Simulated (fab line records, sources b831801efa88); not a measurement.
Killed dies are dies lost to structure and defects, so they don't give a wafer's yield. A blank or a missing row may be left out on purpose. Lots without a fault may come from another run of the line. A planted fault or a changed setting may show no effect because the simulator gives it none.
A struck lot beside a sound one | flow sky130 | 18 steps out of a route of 708
Sound: wafers L646.1, L646.4, L646.5. Struck: wafers L647.4, L647.5, L647.6. The cause comes at the end.
At each step with rows: each side's tool, then ch and its chambers, then its first start. Under that, the readings that differ: sound wafers | struck wafers | difference of the means | sigmas: that difference in standard deviations of wafers without a fault.
alike: readings whose means differ by less than 2 such deviations, and words and numbers that are the same on both sides. not compared: withheld readings, readings that some wafer has no value for, bounds like >300 that may hide the same value, and numbers for which the record gives no deviation and whose values overlap.
The two part at a step that has a row with sigmas, a row that says differs or no value, or rows on one side only. Numbers that don't overlap but have no deviation are shown without sigmas and don't part them. A reading that every wafer of one side lacks parts them only if that side has two wafers or more.

first, 3 steps without rows for these wafers: SKY_SONOS_ONO_WET_ETCH_18 (etches Si3N4 in H3PO4, target depth 15 nm, time 172 s); SKY_GATE_OXIDE_CLEAN_00 (cleans in SC1/SC2, time 150 s); SKY_GATE_OXIDE_OXIDATION_01 (stabilise 600 s, purge 300 s, target thk 10.268 nm).
SKY_GATE_OXIDE_THK_MEAS_02:
  sound on film_metro-04, day 16 10:39; struck on film_metro-02, day 16 19:32
  alike: GATE_OXIDE_OXIDATION_00_THK
then, 7 steps without rows for these wafers: SKY_GATE_OXIDE_DEHYDRATE_03 (time 60 s); SKY_GATE_OXIDE_HMDS_04 (prime time 60 s); SKY_GATE_OXIDE_COAT_05 (resist thk 1140 nm); SKY_GATE_OXIDE_SOFTBAKE_06 (time 60 s); SKY_GATE_OXIDE_EXPOSE_07 (exposes mask LVOM, target cd 600 nm); SKY_GATE_OXIDE_PEB_08; SKY_GATE_OXIDE_DEVELOP_09 (develop time 60 s).
SKY_GATE_OXIDE_OVL_MEAS_10:
  sound on overlay-01, day 17 14:56; struck on overlay-01, day 17 23:49
  alike: GATE_OXIDE_OVL
SKY_GATE_OXIDE_IMPLANT_11:
  sound on implanter-02 ch 0, day 17 14:58; struck on implanter-01 ch 0, day 17 23:54
  reading            | sound                            | struck                           | difference  | sigmas
  dose_ions_cm2      | 2.6009e+12 2.5963e+12 2.5992e+12 | 2.8324e+12 2.8309e+12 2.8285e+12 | +2.3180e+11 | +83
  faraday_current_uA | 14.53 14.10 15.12                | 16.18 15.95 16.12                | +1.50       | +5
then, 1 step without rows for these wafers: SKY_GATE_OXIDE_WET_ETCH_12 (etches SiO2 in dHF, target depth 16.8 nm, time 336 s).
SKY_GATE_OXIDE_STRIP_13: strips in O2/N2.
  sound on plasma_asher-04 ch 0,1, day 17 15:13; struck on plasma_asher-01 ch 0,1, day 18 00:07
  alike: drypump_motor_current_A, n2_flow_sccm, oes_product_au, strip_time_to_endpoint_s
  not compared: rf_hours_counter_h
SKY_GATE_OXIDE_TW_MEAS_14:
  sound on film_metro-04, day 17 15:19; struck on film_metro-03, day 18 00:13
  reading       | sound             | struck            | difference | sigmas
  GATE_OXIDE_TW | 224.6 222.7 223.6 | 226.9 227.9 225.8 | +3.2       | +2
then, 1 step without rows for these wafers: SKY_GATE_OXIDE_CLEAN_15 (cleans in SC1/SC2, time 150 s).
-- the record jumps here: 31 days lie between the struck wafers' starts before and after (it left off in module GATE_OXIDE and takes up again in module PAD_OPEN, whose first step shown is number 708 of the route) --
SKY_PAD_OPEN_PROBE_99:
  sound on prober-02, day 48 09:30; struck on prober-01, day 48 12:52
  reading                                    | sound                | struck               | difference | sigmas
  model.etest.pfet_01v8_lvt.drive_ua_um      | 176.7 175.9 175.4    | 184.7 181.4 183.5    | +7.2       |
  model.etest.pfet_01v8.drive_ua_um          | 189.1 191.2 189.7    | 203.5 200.8 203.2    | +12.5      |
  model.etest.pfet_01v8_mvt.drive_ua_um      | 150 151.2 150.7      | 162.6 158.7 161.4    | +10.3      |
  model.etest.pfet_01v8_hvt.drive_ua_um      | 141.4 141.9 142      | 152.2 150 151.4      | +9.4       |
  model.etest.pfet_01v8_lvt.off_log10_a_um   | -8.731 -8.467 -8.687 | -7.886 -7.763 -7.614 | +0.874     |
  model.etest.pfet_01v8_mvt.off_log10_a_um   | -11.06 -10.82 -10.88 | -9.48 -9.625 -9.604  | +1.35      |
  model.etest.pfet_01v8.off_log10_a_um       | -10.07 -9.872 -9.802 | -8.961 -8.842 -8.873 | +1.023     |
  model.etest.sram_pfet_latch.off_log10_a_um | -13.12 -13.03 -13.06 | -12.15 -12.34 -12.42 | +0.77      |
  alike: killed_at_M0_to_M3, killed_at_M4_up, killed_at_contacts, killed_at_front_end, killed_at_other, killed_dies, killed_open, killed_short

WHERE THEY PART
First at SKY_GATE_OXIDE_IMPLANT_11; last, within this record, at SKY_GATE_OXIDE_TW_MEAS_14. Later steps at which nothing parts them and some readings are alike: SKY_PAD_OPEN_PROBE_99.

WHY: what the simulator had put in
Process parameter drift: implanter-01, from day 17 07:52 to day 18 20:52, at SKY_GATE_OXIDE_IMPLANT_11. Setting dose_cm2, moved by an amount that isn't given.
